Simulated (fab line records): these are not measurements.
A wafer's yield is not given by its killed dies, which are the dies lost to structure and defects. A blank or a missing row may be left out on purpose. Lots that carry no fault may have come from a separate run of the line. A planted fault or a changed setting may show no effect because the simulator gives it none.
Which tool did it? :: flow gf180mcu :: 39 wafers from 13 lots sampled at 5 of the route's 602 steps

== WHAT THE GAUGES READ, wafer by wafer ==
GF_V4_THK_MEAS_25: measures by xrf. Usual: V4_W_THK 361 nm, standard deviation 4.3.
lot: L311
measured: day 24 07:29
on: filmMetro-03
V4_W_THK (nm): 357 358 366
flag: 

lot: L312
measured: day 24 20:08
on: filmMetro-01
V4_W_THK (nm): 357 356 356
flag: 

lot: L313
measured: day 25 04:30
on: filmMetro-01
V4_W_THK (nm): 360 365 360
flag: 

lot: L315
measured: day 25 18:44
on: filmMetro-01
V4_W_THK (nm): 357 359 359
flag: 

lot: L316
measured: day 26 06:25
on: filmMetro-03
V4_W_THK (nm): 362 362 362
flag: 

lot: L317
measured: day 26 10:05
on: filmMetro-03
V4_W_THK (nm): 363 356 355
flag: 

lot: L318
measured: day 26 21:21
on: filmMetro-01
V4_W_THK (nm): 354 350 355
flag: 

lot: L319
measured: day 27 04:41
on: filmMetro-01
V4_W_THK (nm): 363 358 359
flag: 

lot: L321
measured: day 27 20:10
on: filmMetro-02
V4_W_THK (nm): 360 364 359
flag: 

lot: L329
measured: day 30 04:23
on: filmMetro-02
V4_W_THK (nm): 363 365 359
flag: 

lot: L331
measured: day 30 12:49
on: filmMetro-02
V4_W_THK (nm): 364 368 367
flag: 

lot: L333
measured: day 31 03:40
on: filmMetro-03
V4_W_THK (nm): 368 357 361
flag: 

lot: L334
measured: day 31 11:32
on: filmMetro-02
V4_W_THK (nm): 356 363 362
flag: 

GF_V5_THK_MEAS_01. Usual: V5_CVD_00_THK 300.0 nm, standard deviation 2.5.
lot: L311
measured: day 26 03:46
on: filmMetro-04
V5_CVD_00_THK (nm): 307.7 304.1 306.3
flag: 

lot: L312
measured: day 26 16:10
on: filmMetro-03
V5_CVD_00_THK (nm): 297.2 295.9 299.7
flag: 

lot: L313
measured: day 26 23:49
on: filmMetro-04
V5_CVD_00_THK (nm): 297.0 299.5 297.6
flag: 

lot: L315
measured: day 27 12:43
on: filmMetro-02
V5_CVD_00_THK (nm): 303.2 299.6 300.7
flag: 

lot: L316
measured: day 28 00:43
on: filmMetro-02
V5_CVD_00_THK (nm): 302.2 302.1 301.6
flag: 

lot: L317
measured: day 28 03:35
on: filmMetro-02
V5_CVD_00_THK (nm): 302.0 305.9 299.4
flag: 

lot: L318
measured: day 28 14:38
on: filmMetro-04
V5_CVD_00_THK (nm): 304.2 302.5 301.4
flag: 

lot: L319
measured: day 28 21:33
on: filmMetro-02
V5_CVD_00_THK (nm): 303.4 301.0 301.3
flag: 

lot: L321
measured: day 29 13:05
on: filmMetro-04
V5_CVD_00_THK (nm): 599.3 597.7 597.3 598.7 598.0 598.4
flag: OFF

lot: L329
measured: day 31 18:16
on: filmMetro-02
V5_CVD_00_THK (nm): 601.9 593.8 597.5 601.5 593.7 597.4
flag: OFF

lot: L331
measured: day 32 02:43
on: filmMetro-02
V5_CVD_00_THK (nm): 297.5 296.4 296.5
flag: 

lot: L333
measured: day 32 15:27
on: filmMetro-02
V5_CVD_00_THK (nm): 299.6 297.2 299.1
flag: 

lot: L334
measured: day 32 22:46
on: filmMetro-02
V5_CVD_00_THK (nm): 296.8 295.4 301.5
flag: 

== TOOL THAT RAN EACH LOT (tool first, then ch and the chambers of the sampled wafers, then the start) ==
lot: L311
GF_V4_CMP_26: cmp-02 ch 0,1,3, day 24 07:36
GF_MIM_STRIP_20: plasmaAsher-04 ch 0,1, day 25 05:36
GF_V5_CVD_00: hdpcvd-02 ch 0,1, day 26 03:43

lot: L312
GF_V4_CMP_26: cmp-01 ch 0,1,3, day 24 20:11
GF_MIM_STRIP_20: plasmaAsher-03 ch 0,1, day 25 18:04
GF_V5_CVD_00: hdpcvd-01 ch 0,1,2, day 26 16:07

lot: L313
GF_V4_CMP_26: cmp-01 ch 1,2,3, day 25 04:40
GF_MIM_STRIP_20: plasmaAsher-04 ch 0,1, day 26 01:57
GF_V5_CVD_00: hdpcvd-02 ch 0,1,2, day 26 23:46

lot: L315
GF_V4_CMP_26: cmp-01 ch 1,2, day 25 18:48
GF_MIM_STRIP_20: plasmaAsher-04 ch 0,1, day 26 16:11
GF_V5_CVD_00: hdpcvd-01 ch 0,2, day 27 12:40

lot: L316
GF_V4_CMP_26: cmp-01 ch 1,2, day 26 06:27
GF_MIM_STRIP_20: plasmaAsher-04 ch 0,1, day 27 03:36
GF_V5_CVD_00: hdpcvd-01 ch 1,2, day 28 00:39

lot: L317
GF_V4_CMP_26: cmp-01 ch 0,2,3, day 26 10:09
GF_MIM_STRIP_20: plasmaAsher-04 ch 0,1, day 27 06:23
GF_V5_CVD_00: hdpcvd-02 ch 0,1,2, day 28 03:32

lot: L318
GF_V4_CMP_26: cmp-01 ch 0,1,2, day 26 21:29
GF_MIM_STRIP_20: plasmaAsher-03 ch 0,1, day 27 17:50
GF_V5_CVD_00: hdpcvd-01 ch 1,2, day 28 14:34

lot: L319
GF_V4_CMP_26: cmp-02 ch 1,2, day 27 04:44
GF_MIM_STRIP_20: plasmaAsher-04 ch 0,1, day 28 01:05
GF_V5_CVD_00: hdpcvd-02 ch 0,1, day 28 21:30

lot: L321
GF_V4_CMP_26: cmp-01 ch 2,3, day 27 20:13
GF_MIM_STRIP_20: plasmaAsher-02 ch 0,1, day 28 16:30
GF_V5_CVD_00: hdpcvd-02 ch 0,1,2, day 29 12:49

lot: L329
GF_V4_CMP_26: cmp-02 ch 1,2,3, day 30 04:32
GF_MIM_STRIP_20: plasmaAsher-04 ch 0,1, day 30 23:08
GF_V5_CVD_00: hdpcvd-01 ch 0,1,2, day 31 18:00

lot: L331
GF_V4_CMP_26: cmp-02 ch 1,2,3, day 30 13:23
GF_MIM_STRIP_20: plasmaAsher-02 ch 0,1, day 31 08:16
GF_V5_CVD_00: hdpcvd-02 ch 0,1, day 32 02:40

lot: L333
GF_V4_CMP_26: cmp-01 ch 1,2, day 31 03:43
GF_MIM_STRIP_20: plasmaAsher-04 ch 0,1, day 31 21:54
GF_V5_CVD_00: hdpcvd-01 ch 0,1, day 32 15:24

lot: L334
GF_V4_CMP_26: cmp-02 ch 0,2, day 31 11:35
GF_MIM_STRIP_20: plasmaAsher-04 ch 0,1, day 32 04:49
GF_V5_CVD_00: hdpcvd-01 ch 0,1,2, day 32 22:43
- GF_V4_CMP_26: polishes, stops on SiO2, t overpolish 15 s, target thk 0 nm.
- GF_MIM_STRIP_20: strips in O2/N2.
- GF_V5_CVD_00: deposits SiO2, target thk 300 nm, time 50 s.

== AS READ BY THE TOOLS THEMSELVES (means over the sampled wafers that have a number; for cases with no such wafer, the mark the record gives instead) ==
GF_V4_CMP_26. Usual: motorCurrentA 11.0 A, standard deviation 1.2; overpolishRunS 15.000 s, standard deviation 0.0084; slurryFilterDpKPa 13.49 kPa, standard deviation 0.14; timeToEndpointS 84 s, standard deviation 3.1.
lot: L311
tool: cmp-02
motorCurrentA (A): 11.0
overpolishRunS (s): 15.008
slurryFilterDpKPa (kPa): 13.55
timeToEndpointS (s): 82
flag: 

lot: L312
tool: cmp-01
motorCurrentA (A): 10.4
overpolishRunS (s): 14.993
slurryFilterDpKPa (kPa): 13.46
timeToEndpointS (s): 83
flag: 

lot: L313
tool: cmp-01
motorCurrentA (A): 10.5
overpolishRunS (s): 15.000
slurryFilterDpKPa (kPa): 13.48
timeToEndpointS (s): 85
flag: 

lot: L315
tool: cmp-01
motorCurrentA (A): 10.5
overpolishRunS (s): 15.009
slurryFilterDpKPa (kPa): 13.51
timeToEndpointS (s): 86
flag: 

lot: L316
tool: cmp-01
motorCurrentA (A): 10.9
overpolishRunS (s): 15.001
slurryFilterDpKPa (kPa): 13.43
timeToEndpointS (s): 84
flag: 

lot: L317
tool: cmp-01
motorCurrentA (A): 10.4
overpolishRunS (s): 15.003
slurryFilterDpKPa (kPa): 13.43
timeToEndpointS (s): 81
flag: 

lot: L318
tool: cmp-01
motorCurrentA (A): 10.7
overpolishRunS (s): 14.992
slurryFilterDpKPa (kPa): 13.34
timeToEndpointS (s): 87
flag: 

lot: L319
tool: cmp-02
motorCurrentA (A): 11.5
overpolishRunS (s): 14.998
slurryFilterDpKPa (kPa): 13.52
timeToEndpointS (s): 77
flag: 

lot: L321
tool: cmp-01
motorCurrentA (A): 10.9
overpolishRunS (s): 15.007
slurryFilterDpKPa (kPa): 13.40
timeToEndpointS (s): 83
flag: 

lot: L329
tool: cmp-02
motorCurrentA (A): 12.2
overpolishRunS (s): 15.010
slurryFilterDpKPa (kPa): 13.35
timeToEndpointS (s): 81
flag: 

lot: L331
tool: cmp-02
motorCurrentA (A): 12.2
overpolishRunS (s): 14.998
slurryFilterDpKPa (kPa): 13.67
timeToEndpointS (s): 85
flag: 

lot: L333
tool: cmp-01
motorCurrentA (A): 10.5
overpolishRunS (s): 15.005
slurryFilterDpKPa (kPa): 13.52
timeToEndpointS (s): 86
flag: 

lot: L334
tool: cmp-02
motorCurrentA (A): 10.4
overpolishRunS (s): 15.000
slurryFilterDpKPa (kPa): 13.40
timeToEndpointS (s): 83
flag: 

GF_MIM_STRIP_20. Usual: drypumpMotorCurrentA 5.9 A, standard deviation 0.48; heaterPowerW 312 W, standard deviation 40; oesProductAu 0.691 a.u., standard deviation 0.0043; stripTimeToEndpointS 11.22 s, standard deviation 0.035.
lot: L311
tool: plasmaAsher-04
drypumpMotorCurrentA (A): 5.9
heaterPowerW (W): 305
oesProductAu (a.u.): 0.688
stripTimeToEndpointS (s): 11.20
flag: 

lot: L312
tool: plasmaAsher-03
drypumpMotorCurrentA (A): 6.4
heaterPowerW (W): 326
oesProductAu (a.u.): 0.692
stripTimeToEndpointS (s): 11.28
flag: 

lot: L313
tool: plasmaAsher-04
drypumpMotorCurrentA (A): 5.6
heaterPowerW (W): 311
oesProductAu (a.u.): 0.688
stripTimeToEndpointS (s): 11.20
flag: 

lot: L315
tool: plasmaAsher-04
drypumpMotorCurrentA (A): 5.6
heaterPowerW (W): 311
oesProductAu (a.u.): 0.692
stripTimeToEndpointS (s): 11.23
flag: 

lot: L316
tool: plasmaAsher-04
drypumpMotorCurrentA (A): 5.6
heaterPowerW (W): 315
oesProductAu (a.u.): 0.692
stripTimeToEndpointS (s): 11.22
flag: 

lot: L317
tool: plasmaAsher-04
drypumpMotorCurrentA (A): 5.6
heaterPowerW (W): 319
oesProductAu (a.u.): 0.694
stripTimeToEndpointS (s): 11.26
flag: 

lot: L318
tool: plasmaAsher-03
drypumpMotorCurrentA (A): 6.4
heaterPowerW (W): 329
oesProductAu (a.u.): 0.690
stripTimeToEndpointS (s): 11.19
flag: 

lot: L319
tool: plasmaAsher-04
drypumpMotorCurrentA (A): 6.0
heaterPowerW (W): 308
oesProductAu (a.u.): 0.689
stripTimeToEndpointS (s): 11.25
flag: 

lot: L321
tool: plasmaAsher-02
drypumpMotorCurrentA (A): 5.8
heaterPowerW (W): 308
oesProductAu (a.u.): 0.694
stripTimeToEndpointS (s): 11.27
flag: 

lot: L329
tool: plasmaAsher-04
drypumpMotorCurrentA (A): 6.0
heaterPowerW (W): 313
oesProductAu (a.u.): 0.689
stripTimeToEndpointS (s): 11.21
flag: 

lot: L331
tool: plasmaAsher-02
drypumpMotorCurrentA (A): 5.5
heaterPowerW (W): 347
oesProductAu (a.u.): 0.690
stripTimeToEndpointS (s): 11.23
flag: 

lot: L333
tool: plasmaAsher-04
drypumpMotorCurrentA (A): 6.0
heaterPowerW (W): 310
oesProductAu (a.u.): 0.693
stripTimeToEndpointS (s): 11.25
flag: 

lot: L334
tool: plasmaAsher-04
drypumpMotorCurrentA (A): 5.6
heaterPowerW (W): 313
oesProductAu (a.u.): 0.692
stripTimeToEndpointS (s): 11.24
flag: 

== THE ANSWER, worked out from the rows above alone ==
Rule: take the mean of a lot's wafers that have a number; if it is more than 3 standard deviations from the usual mean, the lot is off. Also off: a lot with no number at a reading for which 4 or more lots have one. Any other lot the step has rows for is counted as sound. Order of review: gauges by route order, followed by the tools' own readings, for which a lot's mean as printed above is used. The first step at which some lot is off is used, and at that step the reading that is off furthest; a lot without a number counts as furthest.
Off: L321, L329, seen at GF_V5_THK_MEAS_01 (V5_CVD_00_THK).
A tool fits if, at a process step before that reading, it ran every lot that is off, and no sound lot after the first of them. Gauges at GF_V5_THK_MEAS_01: tried the same way as those tools. No candidate that was tried fits.

== WHAT HAD BEEN PUT IN BY THE SIMULATOR ==
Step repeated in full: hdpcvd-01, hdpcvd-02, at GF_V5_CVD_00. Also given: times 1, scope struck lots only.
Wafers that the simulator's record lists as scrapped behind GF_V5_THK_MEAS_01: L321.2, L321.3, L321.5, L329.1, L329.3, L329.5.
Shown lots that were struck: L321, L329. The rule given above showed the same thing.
